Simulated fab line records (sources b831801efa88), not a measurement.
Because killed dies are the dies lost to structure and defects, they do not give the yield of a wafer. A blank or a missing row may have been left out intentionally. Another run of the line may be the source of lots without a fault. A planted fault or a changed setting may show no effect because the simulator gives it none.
2 desks, one fault + flow sky130 + what lay behind the numbers comes last; until then each desk has only its own

== AT THE METROLOGY DESK ==
Means of the sampled wafers that have a number, per lot and without regard to the tool the lot ran on: this is what the gauges read. The brackets show how far a lot's mean lies from the usual mean; more than 4 standard deviations puts the lot out of limits, marked OUT.
Columns: A = VIA2_BOW at SKY_VIA2_BOW_MEAS_03, usual 87 um
| lot  | first seen here | A  |
|------|-----------------|----|
| L280 | day 34 18:01    | 84 |
| L281 | day 35 05:10    | 89 |
| L282 | day 35 17:28    | 85 |
| L283 | day 35 23:50    | 87 |
| L285 | day 36 06:53    | 84 |
| L286 | day 36 22:14    | 92 |
| L287 | day 37 09:44    | 80 |
| L288 | day 37 13:10    | 94 |
| L290 | day 38 07:29    | 87 |
| L295 | day 39 13:41    | 84 |
| L299 | day 40 17:10    | 85 |
| L300 | day 41 04:23    | 84 |
This desk found nothing out of limits on any of the 12 lots.

== TOOL OWNER'S DESK, implanter-03 ==
For each lot that ran on this tool, the mean over its sampled wafers that have a number, from the tool's own readings at SKY_LDD_N_IMPLANT_10. The brackets show how far a lot's mean lies from the usual mean; more than 4 standard deviations puts the lot out of limits, marked OUT.
Columns: A = dose-ions-cm2 at SKY_LDD_N_IMPLANT_10, usual 7.5e+13; B = faraday-current-uA at SKY_LDD_N_IMPLANT_10, usual 422
| lot  | first seen here | A                         | B             |
|------|-----------------|---------------------------|---------------|
| L287 | day 20 08:34    | 7.5e+13                   | 415           |
| L288 | day 20 10:27    | 7.5e+13                   | 429           |
| L295 | day 22 23:17    | 7.5e+13                   | 418           |
| L299 | day 24 08:59    | 5.0e+13 (-99 or more) OUT | 280 (-16) OUT |
| L300 | day 24 20:17    | 5.0e+13 (-99 or more) OUT | 280 (-16) OUT |
This desk's finding: out of limits on L299, L300; first on L299, day 24 08:59 (dose-ions-cm2 at SKY_LDD_N_IMPLANT_10). Within limits: L287, L288, L295.

== TAKEN TOGETHER ==
On L299, L300, at day 24 08:59, an alarm was possible from the tool owner's desk.
Nothing out of limits was seen by the metrology desk.
The metrology desk has L299, L300 on record, within its limits.
The lots listed all ran SKY_LDD_N_IMPLANT_10 on implanter-03.

== WHAT WAS PUT IN BY THE SIMULATOR ==
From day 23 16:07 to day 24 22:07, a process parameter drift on implanter-03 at SKY_LDD_N_IMPLANT_10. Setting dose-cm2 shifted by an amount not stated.
Struck lots among those shown: L299, L300.
Each desk's first reading out of limits, in hours after the fault started: the tool owner's desk, 17.
